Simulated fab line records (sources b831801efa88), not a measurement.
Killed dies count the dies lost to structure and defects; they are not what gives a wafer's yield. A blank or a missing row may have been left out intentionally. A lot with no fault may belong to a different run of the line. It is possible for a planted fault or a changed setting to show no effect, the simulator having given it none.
Chamber matching    flow gf180mcu    GF_V2_CMP_04 on cmp-02 has 4 sister chambers
The step polishes SiO2. 8 wafers are shown with their chamber, then 9 later ones without.

== WAFERS WITH THEIR CHAMBER ==
wafer   chamber  motorCurrentA (A)  timeToEndpointS (s)
L479.6  3        10.8               68
L482.6  2        13.4               84
L485.1  1        12.0               77
L485.2  3        10.5               74
L485.3  0        11.8               86
L486.1  2        12.8               81
L486.4  1        12.5               83
L486.6  0        10.7               86

== WAFERS MISSING THEIR CHAMBER ==
wafer   motorCurrentA (A)  timeToEndpointS (s)
L488.3  12.5               74
L488.4  14.1               72
L488.5  12.4               81
L495.1  14.2               76
L495.4  11.8               83
L495.6  12.8               84
L496.1  12.2               79
L496.2  11.3               74
L496.6  11.7               94

== THE CHAMBER EACH PASSED THROUGH ==
wafer   from the rows above           in truth
L488.3  can't be placed: 1 or 2 or 3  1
L488.4  can't be placed: 2 or 1       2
L488.5  can't be placed: 1 or 2       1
L495.1  can't be placed: 2 or 1       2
L495.4  can't be placed: 1 or 0 or 2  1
L495.6  can't be placed: 2 or 1       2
L496.1  can't be placed: 1 or 2       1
L496.2  can't be placed: 3 or 1       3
L496.6  can't be placed: 0 or 1 or 2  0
0 of 9 placed correctly. These rows do not allow placing 9 (true chamber among the candidates in 9). Placed wrongly: 0.
How it was worked out, from the rows above alone: a wafer's distance from a chamber is the root of the sum, over the readings, of the square of ((its reading less the chamber's mean) divided by the reading's scatter). If the next closest chamber is less than 2 further off than the closest, the wafer can't be placed; otherwise it belongs to the closest. Each chamber's mean is taken over the wafers shown for it. The scatter is the square root of a quotient: the sum, over the shown wafers, of each reading's squared deviation from its chamber's mean, divided by wafers minus chambers.
